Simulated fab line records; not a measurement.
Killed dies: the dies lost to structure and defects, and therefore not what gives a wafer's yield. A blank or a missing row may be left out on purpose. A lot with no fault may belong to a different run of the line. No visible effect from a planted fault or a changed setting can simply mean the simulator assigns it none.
8D (eight disciplines) problem report, filled in by code || flow sky130 || the parts of the form that need people (team, actions taken, sign-off) are left out

== 1. WHAT IS WRONG ==
LI_CONTACT_W_RS at SKY_LI_CONTACT_RS_MEAS_22 reads a mean of 0.311 ohm/sq on 3 wafers of 2 lots; wafers without a fault read 0.284 ohm/sq with a standard deviation of 0.0036. Measured from the usual mean, that is +7.5 standard deviations.
The step: measures by four-point-probe.
Earliest sighting: wafer L447.3 on film metro-04 at day 33 02:21. The record has a number at this step for 33 wafers belonging to 11 lots. Rule for "out", or "out of limits": more than 4 standard deviations from the usual mean. The other wafers with a number count as sound.

== 2. WHAT IT IS; WHAT IT IS NOT ==
{"question": "which readings at this step", "is": "LI_CONTACT_W_RS", "is not": "-"}
{"question": "which lots", "is": "L447, L451", "is not": "L437, L438, L439, L440, L441, L442, L454, L456, L459"}
{"question": "which wafers of those lots", "is": "L447.3, L451.4, L451.5", "is not": "L447.4, L447.5, L451.3"}
{"question": "read on which gauges", "is": "film metro-01, film metro-04", "is not": "film metro-02"}
{"question": "when", "is": "from day 33 02:21", "is not": "up to then (20 sound wafers); but 10 sound wafers of L451, L454, L456, L459 came after"}

== 3. SUSPECTS, AND WHAT RULES EACH OUT ==
Counting: if a tool at a process step up to the reading ran every lot that is out, it stays a suspect. Sound lots after the first of them don't rule it out here, since some wafers of a struck lot are sound.
- ruled out: the gauge at SKY_LI_CONTACT_RS_MEAS_22. The wafers that are out were read on 2 gauges (film metro-01, film metro-04).
- cvd w-01 at SKY_LI_CONTACT_CVD_21 (deposits W, target thk 400 nm, time 120.56 s): kept. It processed each lot that is out (first: L447, day 33 02:13); up to then, its last sound lot is L441 (day 30 20:49). Its own chamber pressure Torr readings are out on those wafers.
- The sound lot-mates ran in chamber 0 of cvd w-01 at SKY_LI_CONTACT_CVD_21, but the wafers that are out ran in chamber 1.
Left after counting: cvd w-01 at SKY_LI_CONTACT_CVD_21.

== 4. THE CAUSE (what the simulator had put in) ==
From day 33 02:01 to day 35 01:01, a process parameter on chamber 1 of cvd w-01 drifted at SKY_LI_CONTACT_CVD_21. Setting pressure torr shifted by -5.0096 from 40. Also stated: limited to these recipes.
After counting, this tool was the only one left.

== 5. THE EFFECT CHAIN, in route order ==
One row per reading whose mean, taken over the struck wafers that have a number, lies over 3 standard deviations from the usual. Only readings for which the record gives a usual standard deviation are gone through. hours: the time from each lot's start at the first step in this table that gives one to its start at this step, as a median over the lots. sigmas: the change in usual standard deviations.
{"hours": 0, "step": "SKY_LI_CONTACT_CVD_21", "reading": "chamber pressure Torr", "usual": "39.99 Torr", "on struck wafers": 34.99, "change": -5.00, "sigmas": -58}
{"hours": 0, "step": "SKY_LI_CONTACT_RS_MEAS_22", "reading": "LI_CONTACT_W_RS", "usual": "0.284 ohm/sq", "on struck wafers": 0.311, "change": "+0.027", "sigmas": "+7.5"}
{"hours": 8, "step": "SKY_LI_CONTACT_THK_MEAS_23", "reading": "LI_CONTACT_W_THK", "usual": "394 nm", "on struck wafers": 355, "change": -39, "sigmas": -5.5}
Process steps it contains:
- SKY_LI_CONTACT_CVD_21: deposits W, target thk 400 nm, time 120.56 s.
Later measuring or inspecting steps at which every struck wafer that the step has a row for has a number for every such reading, and none has moved that far: SKY_LOCAL_INTERCONNECT_THK_MEAS_02, SKY_LOCAL_INTERCONNECT_CD_MEAS_11.

== 6. HOW IT WOULD HAVE BEEN CAUGHT EARLIER ==
Counted from the fault's start at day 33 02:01, it took 0 hours until the first out-of-limits reading at a measuring or inspecting step in this record, taken at day 33 02:21.
Tool's own readings at SKY_LI_CONTACT_CVD_21, chamber pressure Torr: out on all struck wafers the step has rows for; an alarm limit on them would have tripped on the first.
Of the lots that are out (2), L451 began SKY_LI_CONTACT_CVD_21 on cvd w-01 after day 33 02:21. Had the tool been put on hold then, it would have been spared.
